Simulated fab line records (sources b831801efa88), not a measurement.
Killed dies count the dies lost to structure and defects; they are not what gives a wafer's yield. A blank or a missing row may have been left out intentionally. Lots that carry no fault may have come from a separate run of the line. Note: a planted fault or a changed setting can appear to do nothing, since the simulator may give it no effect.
The tool behind it: which one? || flow sky130 || 6 lots (18 wafers sampled), 1 step of a 708-step route

## WHAT EACH GAUGE READ, for each wafer
SKY_FIELD_ISO_CD_MEAS_13: target cd 150 nm.
{"lot": "L849", "measured": "day 2 14:49", "on": "cd_sem-02", "cd_nm (nm)": "149.8 150.0 150.1"}
{"lot": "L852", "measured": "day 3 08:25", "on": "cd_sem-02", "cd_nm (nm)": "150.2 151.8 150.1"}
{"lot": "L856", "measured": "day 4 06:29", "on": "cd_sem-01", "cd_nm (nm)": "150.4 150.5 149.8"}
{"lot": "L863", "measured": "day 5 17:53", "on": "cd_sem-02", "cd_nm (nm)": "149.0 148.3 150.7"}
{"lot": "L865", "measured": "day 6 03:15", "on": "cd_sem-02", "cd_nm (nm)": "150.3 150.6 151.3"}
{"lot": "L870", "measured": "day 7 04:03", "on": "cd_sem-01", "cd_nm (nm)": "152.1 149.4 151.7"}

## EACH LOT AND THE TOOL THAT RAN IT (in order: tool; ch and the chambers of the sampled wafers; start)
No process step before these readings appears in the record.

## THE ANSWER, worked out from the rows above alone
Rule: what is usual is taken from the lots themselves. Put in order of their means at a reading, lots are off if they are a third of the lots or fewer, leave a main group of 4 or more, and stand apart from it by a gap of 3 or more times the standard deviation of the main group's means; of several such gaps the widest counts. A main group is skipped when, at the precision printed for the reading in the tables above, its means are all equal. A lot without any number at a reading at which 4 lots or more have one is off too. The other lots that the step has rows for count as sound.
Across all readings shown, no lot is off: no conclusion can be drawn from this.

## WHAT HAD BEEN PUT IN BY THE SIMULATOR
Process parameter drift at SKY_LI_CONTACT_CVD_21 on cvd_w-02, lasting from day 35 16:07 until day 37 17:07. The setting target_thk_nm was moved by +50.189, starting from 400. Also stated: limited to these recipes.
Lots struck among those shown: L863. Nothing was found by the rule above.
